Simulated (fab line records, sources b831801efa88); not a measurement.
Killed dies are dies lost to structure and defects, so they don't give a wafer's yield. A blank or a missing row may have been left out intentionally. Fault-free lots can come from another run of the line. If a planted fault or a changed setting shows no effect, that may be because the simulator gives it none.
What tool caused it? :: flow gf180mcu :: at 1 step of a route of 602, 12 lots with 36 wafers sampled

## WHAT THE GAUGES SHOWED, per wafer
GF_M1_OVL_MEAS_15.
lot: L703
measured: day 16 21:38
on: overlay-01
M1_OVL (nm): 10 -6 2

lot: L704
measured: day 17 03:59
on: overlay-02
M1_OVL (nm): -3 -2 9

lot: L707
measured: day 18 13:08
on: overlay-01
M1_OVL (nm): -8 10 -2

lot: L711
measured: day 20 13:38
on: overlay-02
M1_OVL (nm): -2 13 1

lot: L712
measured: day 21 10:49
on: overlay-01
M1_OVL (nm): 4 -11 -4

lot: L713
measured: day 21 14:13
on: overlay-01
M1_OVL (nm): 10 1 -1

lot: L717
measured: day 22 16:02
on: overlay-01
M1_OVL (nm): -10 -10 7

lot: L718
measured: day 22 19:53
on: overlay-02
M1_OVL (nm): 3 0 15

lot: L719
measured: day 23 01:46
on: overlay-02
M1_OVL (nm): 19 9 14

lot: L721
measured: day 23 18:51
on: overlay-01
M1_OVL (nm): -8 1 -3

lot: L722
measured: day 24 00:29
on: overlay-02
M1_OVL (nm): 4 15 16

lot: L726
measured: day 25 06:21
on: overlay-02
M1_OVL (nm): 3 10 8

## WHAT TOOL EACH LOT RAN ON (gives the tool, then ch and the chambers of the sampled wafers, and finally the start)
Record: no process step prior to these readings.

## WHAT THE TOOLS THEMSELVES READ (means of the sampled wafers that have a number; where no wafer has one, the mark that the record gives instead)
The record holds no such reading with a usual standard deviation.

## THE ANSWER, worked out from the rows above alone
Rule: usual is defined by the lots themselves. The widest of any qualifying gaps counts: lots, ordered by their means at a reading, are off when they make up no more than a third of the lots, leave a main group of 4 or more, and stand apart from it by 3 or more times the standard deviation of that group's means. The tables above print the reading to a certain number of digits; a main group whose means all agree to those digits is not used. Also off: a lot with no number at a reading for which 4 or more lots have one. Any other lot the step has rows for is counted as sound. First the gauges in route order, then the tools' own readings, where a lot's mean is used as printed above. The first step at which some lot is off is used, and at that step the reading that is off furthest; a lot without a number counts as furthest.
None of the lots is off at any reading shown; this tells nothing.

## WHAT THE SIMULATOR PUT IN
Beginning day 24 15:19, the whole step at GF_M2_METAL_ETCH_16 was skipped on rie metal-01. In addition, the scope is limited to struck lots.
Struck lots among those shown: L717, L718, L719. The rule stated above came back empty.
